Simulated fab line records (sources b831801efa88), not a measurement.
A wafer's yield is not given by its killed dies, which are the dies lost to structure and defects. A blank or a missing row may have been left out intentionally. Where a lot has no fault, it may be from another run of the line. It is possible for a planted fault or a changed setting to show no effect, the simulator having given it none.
Which of the tools did it?	flow sfq_line	38 wafers from 13 lots sampled at 5 of the route's 325 steps

== WHAT THE GAUGES SHOWED, per wafer ==
SFQ_R5_RS_MEAS_933: measurement is done with a four-point probe. Usual: R5_MONX_RS typically reads 7.04 ohm/sq, with standard deviation 0.09.
lot	measured	on	R5_MONX_RS (ohm/sq)	flag
L545	day 47 20:55	film_metro-03	7.17 7.08 7.06	
L546	day 47 23:55	film_metro-03	7.01 7.12 7.02	
L547	day 48 02:53	film_metro-03	6.95 6.97 6.92	
L548	day 48 05:53	film_metro-04	7.10 7.12 7.13	
L549	day 48 23:53	film_metro-03	6.91 7.01 6.98	
L550	day 49 01:17	film_metro-01	6.88 6.99 6.93	
L553	day 49 19:20	film_metro-01	6.97 6.99 6.94	
L554	day 49 22:17	film_metro-01	6.94 7.02 7.06	
L555	day 50 08:56	film_metro-01	6.92 6.99 6.86	
L556	day 50 17:53	film_metro-03	7.10 7.14 7.02	
L557	day 51 08:55	film_metro-03	6.95 7.06 7.07	
L560	day 51 23:53	film_metro-01	7.10 7.07 7.10	
L561	day 52 02:56	film_metro-01	7.38 7.11	

SFQ_R5_THK_MEAS_934: measures by xrf. Usual: R5_MONX_THK typically reads 40.7 nm, with standard deviation 0.54.
lot	measured	on	R5_MONX_THK (nm)	flag
L545	day 47 21:01	film_metro-03	40.2 40.6 40.7	
L546	day 48 00:01	film_metro-03	41.2 40.5 41.3	
L547	day 48 03:01	film_metro-03	41.7 41.2 41.5	
L548	day 48 06:01	film_metro-04	40.5 40.5 40.1	
L549	day 49 00:01	film_metro-03	41.5 40.8 40.9	
L550	day 49 01:25	film_metro-01	40.8 41.0 41.1	
L553	day 49 19:26	film_metro-01	40.9 40.8 41.1	
L554	day 49 22:25	film_metro-01	40.9 40.7 40.1	
L555	day 50 09:02	film_metro-01	41.4 41.2 41.4	
L556	day 50 18:01	film_metro-03	40.2 40.2 40.8	
L557	day 51 09:01	film_metro-03	41.3 40.6 40.9	
L560	day 52 00:01	film_metro-01	40.2 40.6 40.1	
L561	day 52 03:02	film_metro-01	38.9 40.2	

== TOOL THAT RAN EACH LOT (tool first, then ch and the chambers of the sampled wafers, then the start) ==
lot	SFQ_TRILAYER_I3_VIA_ETCH_VIA_ETCH_088	SFQ_TRILAYER_JJ_CE_STRIP_STRIP_120	SFQ_TRILAYER_R5_DEP_SPUTTER_133
L545	rie_diel-03 ch 0,2,3, day 32 00:35	rie_metal-02 ch 0,1, day 41 07:45	pvd_sputter-05, day 47 20:49
L546	rie_diel-02 ch 0,2,3, day 32 05:23	rie_metal-02 ch 0,1, day 41 11:21	pvd_sputter-06, day 47 23:49
L547	rie_diel-04 ch 1,3, day 32 08:59	rie_metal-04 ch 1, day 41 13:45	pvd_sputter-04, day 48 02:49
L548	rie_diel-03 ch 0,3, day 32 14:59	rie_metal-04 ch 0,1, day 41 21:57	pvd_sputter-05, day 48 05:49
L549	rie_diel-02 ch 1,2, day 32 20:59	rie_metal-04 ch 0,1, day 42 14:23	pvd_sputter-06, day 48 23:49
L550	rie_diel-03 ch 1,2,3, day 32 23:30	rie_metal-02 ch 0,1, day 42 14:45	pvd_sputter-05, day 49 01:13
L553	rie_diel-02 ch 1,3, day 33 16:11	rie_metal-02 ch 0,1, day 43 07:45	pvd_sputter-05, day 49 19:13
L554	rie_diel-04 ch 1,3, day 34 04:11	rie_metal-02 ch 0,1, day 43 11:09	pvd_sputter-05, day 49 22:13
L555	rie_diel-03 ch 0,1,2, day 34 13:47	rie_metal-04 ch 0,1, day 43 18:33	pvd_sputter-04, day 50 08:49
L556	rie_diel-04 ch 0,3, day 34 19:35	rie_metal-04 ch 0,1, day 44 12:23	pvd_sputter-05, day 50 17:49
L557	rie_diel-03 ch 2,3, day 34 23:11	rie_metal-03 ch 0,1, day 45 06:23	pvd_sputter-05, day 51 08:49
L560	rie_diel-04 ch 0,1, day 35 21:20	rie_metal-04 ch 0,1, day 45 21:59	pvd_sputter-04, day 51 23:49
L561	rie_diel-03 ch 2,3, day 36 03:26	rie_metal-04 ch 0,1, day 46 01:47	pvd_sputter-05, day 52 02:49
- SFQ_TRILAYER_I3_VIA_ETCH_VIA_ETCH_088: etches SiO2 in CHF3, stops on Nb, target depth 260 nm.
- SFQ_TRILAYER_JJ_CE_STRIP_STRIP_120: strips in O2.
- SFQ_TRILAYER_R5_DEP_SPUTTER_133: material MoNx, target thk 40 nm, time 66.7 s.

== AS READ BY THE TOOLS THEMSELVES (means over the sampled wafers that have a number; for cases with no such wafer, the mark the record gives instead) ==
SFQ_TRILAYER_I3_VIA_ETCH_VIA_ETCH_088. Usual: drypump_motor_current_A 5.84 A, standard deviation 0.28; oes_product_au 0.855 a.u., standard deviation 0.0053.
lot	tool	drypump_motor_current_A (A)	oes_product_au (a.u.)	flag
L545	rie_diel-03	5.71	0.861	
L546	rie_diel-02	5.97	0.861	
L547	rie_diel-04	5.83	0.849	
L548	rie_diel-03	5.48	0.851	
L549	rie_diel-02	6.14	0.851	
L550	rie_diel-03	5.76	0.861	
L553	rie_diel-02	5.91	0.850	
L554	rie_diel-04	5.80	0.861	
L555	rie_diel-03	5.99	0.854	
L556	rie_diel-04	5.76	0.853	
L557	rie_diel-03	5.47	0.855	
L560	rie_diel-04	5.74	0.852	
L561	rie_diel-03	5.60	0.853	

SFQ_TRILAYER_JJ_CE_STRIP_STRIP_120. Usual: drypump_motor_current_A 5.8 A, standard deviation 0.36; oes_product_au 1.003 a.u., standard deviation 0.011.
lot	tool	drypump_motor_current_A (A)	oes_product_au (a.u.)	flag
L545	rie_metal-02	6.1	0.989	
L546	rie_metal-02	5.8	0.997	
L547	rie_metal-04	5.8	1.014	
L548	rie_metal-04	5.9	1.018	
L549	rie_metal-04	5.9	1.011	
L550	rie_metal-02	6.1	0.991	
L553	rie_metal-02	5.8	0.993	
L554	rie_metal-02	5.8	0.993	
L555	rie_metal-04	5.9	1.014	
L556	rie_metal-04	5.9	0.999	
L557	rie_metal-03	5.2	1.011	
L560	rie_metal-04	5.9	1.011	
L561	rie_metal-04	5.9	1.010	

SFQ_TRILAYER_R5_DEP_SPUTTER_133. Usual: 30.0 % for throttle_valve_pct, sd 1.
lot	tool	throttle_valve_pct (%)	flag
L545	pvd_sputter-05	31.0	
L546	pvd_sputter-06	29.7	
L547	pvd_sputter-04	29.4	
L548	pvd_sputter-05	31.0	
L549	pvd_sputter-06	29.6	
L550	pvd_sputter-05	29.7	
L553	pvd_sputter-05	29.3	
L554	pvd_sputter-05	29.7	
L555	pvd_sputter-04	30.1	
L556	pvd_sputter-05	29.6	
L557	pvd_sputter-05	29.7	
L560	pvd_sputter-04	29.7	
L561	pvd_sputter-05	29.5	

== THE ANSWER, worked out from the rows above alone ==
Rule: lot off if the mean of its wafers having a number is beyond 3 standard deviations from the usual mean. Also off: a lot with no number at a reading for which 4 or more lots have one. Any other lot the step has rows for is counted as sound. Order of review: gauges by route order, followed by the tools' own readings, for which a lot's mean as printed above is used. The first step at which some lot is off is used, and at that step the reading that is off furthest; a lot without a number counts as furthest.
No lot is off on any of the readings shown, so nothing can be concluded from this.

== WHAT WAS PUT IN BY THE SIMULATOR ==
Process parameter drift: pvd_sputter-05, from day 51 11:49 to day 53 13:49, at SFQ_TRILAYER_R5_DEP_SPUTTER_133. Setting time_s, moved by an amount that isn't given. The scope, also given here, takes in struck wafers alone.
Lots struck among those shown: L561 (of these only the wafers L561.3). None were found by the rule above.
